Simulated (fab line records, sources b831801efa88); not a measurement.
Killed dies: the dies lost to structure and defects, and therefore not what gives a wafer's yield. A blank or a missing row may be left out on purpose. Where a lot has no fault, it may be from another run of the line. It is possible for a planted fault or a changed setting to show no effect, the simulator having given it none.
A struck lot beside a sound one + flow sky130 + 28 out of 708 route steps
Sound: these wafers, L426.2, L426.4, L426.6. Wafers L434.3, L434.4, L434.5 were the ones struck. The cause is given at the end.
At each step with rows: each side's tool, then ch and its chambers, then its first start. Under that, the readings that differ: sound wafers + struck wafers + difference of the means + sigmas: that difference in standard deviations of wafers without a fault.
alike: readings whose means differ by less than 2 such deviations, and words and numbers that are the same on both sides. not compared: withheld readings, readings that some wafer has no value for, bounds like >300 that may hide the same value, and numbers for which the record gives no deviation and whose values overlap.
The two part at a step that has a row with sigmas, a row that says differs or no value, or rows on one side only. Numbers that don't overlap but have no deviation are shown without sigmas and don't part them. Lack of a reading on every wafer of one side parts them only where that side has two or more wafers.

first, 5 steps without rows for these wafers: SKY_SONOS_ONO_COAT_08 (resist thk 1140 nm); SKY_SONOS_ONO_SOFTBAKE_09 (time 60 s); SKY_SONOS_ONO_EXPOSE_10 (exposes mask ONOM, target cd 410 nm); SKY_SONOS_ONO_PEB_11; SKY_SONOS_ONO_DEVELOP_12 (develop time 60 s).
SKY_SONOS_ONO_CD_MEAS_13 targets a cd of 410 nm.
  sound on cd sem-01 at day 13 10:23; struck on cd sem-02 at day 16 11:09
  alike: cd nm
SKY_SONOS_ONO_OVL_MEAS_14:
  sound on overlay-01 at day 13 10:29; struck on overlay-01 at day 16 11:15
  alike: SONOS_ONO_OVL
SKY_SONOS_ONO_ETCH_15: etches the open film in CHF3/O2, target depth 19.52 nm, time 7.8 s.
  sound on rie diel-03 ch 0,2,3, day 13 10:31; struck on rie diel-04 ch 1,2, day 16 11:16
  alike: drypump motor current A, oes product au, throttle valve pct
  not compared: rf hours counter h
then, 1 step without rows for these wafers: SKY_SONOS_ONO_WET_ETCH_16 (etches SiO2 in dHF, target depth 14 nm, time 280 s).
SKY_SONOS_ONO_STRIP_17: strips in O2/N2.
  sound on plasma asher-03 ch 0,1, day 13 10:38; struck on plasma asher-02 ch 0,1, day 16 11:25
| reading                      | sound             | struck            | difference | sigmas |
|------------------------------|-------------------|-------------------|------------|--------|
| drypump motor current A (A)  | 5.0 4.8 4.8       | 6.1 5.5 5.5       | +0.8       | +2     |
| strip time to endpoint s (s) | 14.04 14.07 14.03 | 14.15 14.14 14.16 | +0.10      | +2     |
  alike: o2 flow sccm, oes product au
  not compared: rf hours counter h
then, 2 steps without rows for these wafers: SKY_SONOS_ONO_WET_ETCH_18 (etches Si3N4 in H3PO4, target depth 15 nm, time 172 s); SKY_GATE_OXIDE_CLEAN_00 (cleans in SC1/SC2, time 150 s).
SKY_GATE_OXIDE_OXIDATION_01: stabilise 600 s, purge 300 s, target thk 10.268 nm.
  sound on furnace-02 ch 0, day 13 12:40; struck on furnace-02 ch 0, day 16 11:56
| reading                                           | sound             | struck            | difference | sigmas |
|---------------------------------------------------|-------------------|-------------------|------------|--------|
| model.SiO2_of_GATE_OXIDE_OXIDATION_01.thk nm (nm) | 10.42 10.41 10.41 | 11.92 11.98 11.76 | +1.47      |        |
  alike: tube_center_temp_C_max
SKY_GATE_OXIDE_THK_MEAS_02:
  sound on film metro-02 at day 13 14:05; struck on film metro-02 at day 16 13:36
| reading                          | sound             | struck            | difference | sigmas |
|----------------------------------|-------------------|-------------------|------------|--------|
| GATE_OXIDE_OXIDATION_00_THK (nm) | 10.41 10.40 10.46 | 11.94 11.94 11.75 | +1.45      | +8     |
  not compared: hold
then, 6 steps without rows for these wafers: SKY_GATE_OXIDE_HMDS_04 (prime time 60 s); SKY_GATE_OXIDE_COAT_05 (resist thk 1140 nm); SKY_GATE_OXIDE_SOFTBAKE_06 (time 57.34 s); SKY_GATE_OXIDE_EXPOSE_07 (exposes mask LVOM, target cd 600 nm); SKY_GATE_OXIDE_PEB_08; SKY_GATE_OXIDE_DEVELOP_09 (develop time 60 s).
SKY_GATE_OXIDE_OVL_MEAS_10:
  sound on overlay-01 at day 14 15:58; struck on overlay-02 at day 17 17:11
  alike: GATE_OXIDE_OVL
then, 2 steps without rows for these wafers: SKY_GATE_OXIDE_IMPLANT_11; SKY_GATE_OXIDE_WET_ETCH_12 (etches SiO2 in dHF, target depth 16.8 nm, time 336 s).
SKY_GATE_OXIDE_STRIP_13: strips in O2/N2.
  sound on plasma asher-01 ch 0,1, day 14 16:14; struck on plasma asher-02 ch 0,1, day 17 17:29
  alike: drypump motor current A, o2 flow sccm, oes product au, strip time to endpoint s
  not compared: rf hours counter h
SKY_GATE_OXIDE_TW_MEAS_14:
  sound on film metro-02 at day 14 16:21; struck on film metro-04 at day 17 17:48
  alike: GATE_OXIDE_TW
  not compared: hold
SKY_GATE_OXIDE_OXIDATION_16: stabilise 600 s, purge 300 s, target thk 3.57 nm.
  sound on furnace-02 ch 0, day 14 16:30; struck on furnace-01 ch 0, day 17 19:27
| reading                                           | sound            | struck            | difference | sigmas |
|---------------------------------------------------|------------------|-------------------|------------|--------|
| model.SiO2_of_GATE_OXIDE_OXIDATION_01.thk nm (nm) | 11.8 11.78 11.79 | 13.16 13.26 13.04 | +1.36      |        |
  alike: tube_center_temp_C_max
then, 1 step without rows for these wafers: SKY_POLY_GATE_CVD_00 (deposits poly-Si, target thk 180 nm, time 720 s).
-- a jump in the record: the struck wafers' starts before and after are 31 days apart (it breaks off in module POLY_GATE and resumes in module PAD_OPEN, where the first step shown is number 708 of the route) --
SKY_PAD_OPEN_PROBE_99:
  sound on prober-01 at day 46 04:21; struck on prober-02 at day 48 09:34
| reading                                | sound                         | struck                        | difference | sigmas |
|----------------------------------------|-------------------------------|-------------------------------|------------|--------|
| killed at contacts                     | 11 26 24                      | 31 35 28                      | +11        | +2     |
| model.etest.nfet_16v.r on ohm um       | 1.416e+04 1.417e+04 1.404e+04 | 1.504e+04 1.509e+04 1.499e+04 | +9.167e+02 |        |
| model.etest.pfet_16v.r on ohm um       | 1.5e+04 1.522e+04 1.492e+04   | 1.575e+04 1.619e+04 1.604e+04 | +9.467e+02 |        |
| model.etest.tip sonos.rs ohm sq        | 2676 2667 2651                | 3146 3174 3094                | +473       |        |
| model.etest.pfet g5v0d10v5.r on ohm um | 4692 4840 4708                | 4935 4992 5050                | +246       |        |
| model.etest.nfet g5v0d10v5.r on ohm um | 1872 1901 1858                | 2027 2040 1993                | +143       |        |
| model.etest.nfet g5v0d10v5.drive ua um | 601.4 602 601.4               | 536.6 537.9 542.4             | -62.6      |        |
| model.etest.nfet_05v0_nvt.drive ua um  | 578.5 577.4 576.2             | 514.5 511.9 521.5             | -61.4      |        |
| model.etest.pfet g5v0d10v5.drive ua um | 343.5 337.5 346               | 317.8 314.4 312.3             | -27.5      |        |
  alike: killed_at_M0_to_M3, killed_at_M4_up, killed at front end, killed at other, killed dies, killed open, killed short

== WHERE THEY PART ==
First at SKY_SONOS_ONO_STRIP_17; last, within this record, at SKY_PAD_OPEN_PROBE_99.

WHY: the cause the simulator had injected
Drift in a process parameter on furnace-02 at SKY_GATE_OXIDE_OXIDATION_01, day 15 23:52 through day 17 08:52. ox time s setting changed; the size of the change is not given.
